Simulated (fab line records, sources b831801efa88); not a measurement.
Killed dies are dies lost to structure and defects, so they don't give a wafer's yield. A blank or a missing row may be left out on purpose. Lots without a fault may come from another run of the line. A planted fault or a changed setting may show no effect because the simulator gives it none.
A struck lot beside a sound one | flow sfq_line | 21 steps out of a route of 325
Sound: wafers L352.1, L352.2, L352.3. Struck: wafers L363.1, L363.3, L363.4. The cause comes at the end.
At each step with rows: each side's tool, then ch and its chambers, then its first start. Under that, the readings that differ: sound wafers | struck wafers | difference of the means | sigmas: that difference in standard deviations of wafers without a fault.
alike: readings whose means differ by less than 2 such deviations, and words and numbers that are the same on both sides. not compared: withheld readings, readings that some wafer has no value for, bounds like >300 that may hide the same value, and numbers for which the record gives no deviation and whose values overlap.
The two part at a step that has a row with sigmas, a row that says differs or no value, or rows on one side only. Numbers that don't overlap but have no deviation are shown without sigmas and don't part them. A reading that every wafer of one side lacks parts them only if that side has two wafers or more.

SFQ_INCOMING_BOW_MEAS_900:
  sound on film_metro-03, day 2 11:00; struck on film_metro-03, day 4 18:00
  alike: INCOMING_BOW
then, 1 step without rows for these wafers: SFQ_TRILAYER_INCOMING_OXIDATION_002 (target thk 500 nm, ox time 4939 s).
SFQ_TRILAYER_L0_DEP_SPUTTER_003: material MoNx KI, target thk 40 nm, time 100 s.
  sound on pvd_sputter-03, day 2 13:29; struck on pvd_sputter-05, day 4 20:29
  alike: throttle_valve_pct
SFQ_L0_RS_MEAS_901: measures by four-point-probe.
  sound on film_metro-02, day 2 13:34; struck on film_metro-01, day 4 20:34
  alike: L0_MONX_KI_RS
SFQ_L0_THK_MEAS_902: measures by xrf.
  sound on film_metro-02, day 2 13:41; struck on film_metro-01, day 4 20:41
  alike: L0_MONX_KI_THK
then, 3 steps without rows for these wafers: SFQ_TRILAYER_L0_LITHO_COAT_010 (resist thk 62 nm); SFQ_TRILAYER_L0_LITHO_COAT_005 (resist thk 600 nm); SFQ_TRILAYER_L0_LITHO_SOFTBAKE_009.
-- the record jumps here: 4 days lie between the struck wafers' starts before and after --
SFQ_TRILAYER_L0_LITHO_EXPOSE_006: exposes mask L0, target cd 2000 nm.
  sound on krf_scanner-01 ch 0, day 5 10:00; struck on krf_scanner-01, day 8 11:26
  no value came back on the struck wafers for exposure_dose_mJ_cm2, focus_offset_nm (nm); on the sound wafers exposure_dose_mJ_cm2 reads 14.397 14.384 14.400
  alike: mask
then, 2 steps without rows for these wafers: SFQ_TRILAYER_L0_LITHO_PEB_008 (peb time 60 s); SFQ_TRILAYER_L0_LITHO_DEVELOP_007 (time 60 s).
SFQ_TRILAYER_L0_BARC_OPEN_METAL_ETCH_010: etches BARC in O2, target depth 125 nm, time 41.7 s.
  sound on rie_metal-02 ch 0, day 5 11:30; struck on rie_metal-01 ch 0,1, day 8 12:56
  alike: drypump_motor_current_A, he_backside_leak_sccm, oes_product_au
  not compared: rf_hours_counter_h
SFQ_TRILAYER_L0_ETCH_METAL_ETCH_008: etches MoNx KI in SF6/O2, stops on SiO2, target depth 50 nm, time 25 s.
  sound on rie_metal-02 ch 0, day 5 11:37; struck on rie_metal-01 ch 0,1, day 8 12:59
  alike: drypump_motor_current_A, he_backside_leak_sccm, oes_product_au
  not compared: rf_hours_counter_h
SFQ_TRILAYER_L0_STRIP_STRIP_009: strips in O2.
  sound on rie_metal-02 ch 0, day 5 11:43; struck on rie_metal-01 ch 0,1, day 8 13:02
  reading                      | sound             | struck            | difference | sigmas
  he_backside_leak_sccm (sccm) | 3.49 3.46 3.37    | 3.47 5.49 3.32    | +0.65      | +3
  oes_product_au (a.u.)        | 1.009 1.004 1.005 | 0.984 0.986 0.984 | -0.021     | -2
  alike: drypump_motor_current_A
  not compared: rf_hours_counter_h
then, 1 step without rows for these wafers: SFQ_TRILAYER_L0_STRIP_SOLV_CLEAN_010 (cleans in NMP, time 600 s).
SFQ_TRILAYER_L0_CAP_PECVD_011: deposits SiO2 from SiH4/N2O, time 13.333 s, target thk 60 nm.
  sound on pecvd-04 ch 0,1,2, day 5 13:06; struck on pecvd-04 ch 1,2, day 8 13:49
  alike: heater_power_w, showerhead_vpp_V, throttle_valve_pct
then, 3 steps without rows for these wafers: SFQ_TRILAYER_L0_VIA_LITHO_COAT_018 (resist thk 62 nm); SFQ_TRILAYER_L0_VIA_LITHO_COAT_013 (resist thk 650 nm); SFQ_TRILAYER_L0_VIA_LITHO_SOFTBAKE_017.
-- the record jumps here: 4 days lie between the struck wafers' starts before and after --
SFQ_TRILAYER_L0_VIA_LITHO_EXPOSE_014: exposes mask L0V, target cd 700 nm.
  sound on krf_scanner-01 ch 0, day 9 03:02; struck on krf_scanner-01, day 12 14:19
  no value came back on the struck wafers for exposure_dose_mJ_cm2, focus_offset_nm (nm); on the sound wafers exposure_dose_mJ_cm2 reads 21.291 21.288 21.305
  alike: mask
then, 1 step without rows for these wafers: SFQ_TRILAYER_L0_VIA_LITHO_PEB_016 (peb time 60 s).

WHERE THEY PART
First at SFQ_TRILAYER_L0_LITHO_EXPOSE_006; last, within this record, at SFQ_TRILAYER_L0_VIA_LITHO_EXPOSE_014.

WHY: what the simulator had put in
Skipped step whole: krf_scanner-01, from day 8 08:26 on, at SFQ_TRILAYER_L0_LITHO_EXPOSE_006. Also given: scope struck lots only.
